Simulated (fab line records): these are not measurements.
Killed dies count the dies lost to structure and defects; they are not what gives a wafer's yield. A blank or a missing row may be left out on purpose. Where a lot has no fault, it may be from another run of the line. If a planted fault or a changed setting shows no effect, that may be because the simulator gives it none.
A struck lot beside a sound one    flow sky130    14 steps out of a route of 708
Sound: these wafers, L894.1, L894.4, L894.5. Struck: wafers L903.1, L903.3, L903.5. The cause is given at the end.
For every step that has rows: the tool of each side, followed by ch and its chambers, followed by its first start. Under that, the readings that differ: sound wafers    struck wafers    difference of the means    sigmas: that difference in standard deviations of wafers without a fault.
alike: words and numbers the same on both sides, and readings whose means are apart by under 2 such deviations; not compared: readings that were withheld, readings missing a value for some wafer, numbers with overlapping values and no deviation given by the record, and bounds like >300 which may hide the same value.
The two part at a step that has a row with sigmas, a row that says differs or no value, or rows on one side only. Numbers that have no deviation but don't overlap get no sigmas and don't part them. A reading missing from all wafers of one side parts the sides only when that side holds two or more wafers.

first, 2 steps without rows for these wafers: SKY_METAL2_CLEAN_23 (cleans in O3/DIW); SKY_VIA2_HDPCVD_00 (deposits SiO2, target thk 1180 nm, time 196.7 s).
SKY_VIA2_THK_MEAS_01:
  sound: film metro-03 at day 35 18:20; struck: film metro-01 at day 39 09:15
  alike: VIA2_HDPCVD_THK
SKY_VIA2_CMP_02: polishes SiO2.
  sound on cmp-02 ch 0,1, day 35 18:24; struck on cmp-02 ch 1,2, day 39 09:19
  alike: motor current A
SKY_VIA2_BOW_MEAS_03:
  sound: film metro-02 at day 35 18:42; struck: film metro-01 at day 39 09:37
  alike: VIA2_BOW
then, 7 steps without rows for these wafers: SKY_VIA2_DEHYDRATE_04 (time 60 s); SKY_VIA2_HMDS_05 (prime time 60 s); SKY_VIA2_COAT_06 (resist thk 60 nm); SKY_VIA2_COAT_07 (resist thk 450 nm); SKY_VIA2_SOFTBAKE_08 (time 90 s); SKY_VIA2_EXPOSE_09 (exposes mask VIM2, target cd 200 nm); SKY_VIA2_PEB_10.
SKY_VIA2_DEVELOP_11: develop time 60 s.
  struck on litho track-02, day 40 10:00; sound on litho track-02 ch 0, day 36 20:00
  no value came back on the struck wafers for chill plate temp C (C), develop time s (s), resist line temp C (C); on the sound wafers chill plate temp C (C) reads 23.03 23.16 22.80
reading                                      sound              struck             difference  sigmas
model.KrF-thick_of_VIA2_COAT_07.thk nm (nm)  437.4 438.6 437.8  450.1 449.6 449.1  +11.7       
SKY_VIA2_CD_MEAS_12: target cd 200 nm.
  sound: cd sem-01 at day 36 20:44; struck: cd sem-01 at day 40 10:23
reading     sound              struck  difference                     sigmas
cd nm (nm)  200.6 202.5 200.6  - - -   no value on the struck wafers  

## WHERE THEY PART
Last at SKY_VIA2_CD_MEAS_12 as far as this record goes, first at SKY_VIA2_DEVELOP_11.

WHY: what had been put in by the simulator
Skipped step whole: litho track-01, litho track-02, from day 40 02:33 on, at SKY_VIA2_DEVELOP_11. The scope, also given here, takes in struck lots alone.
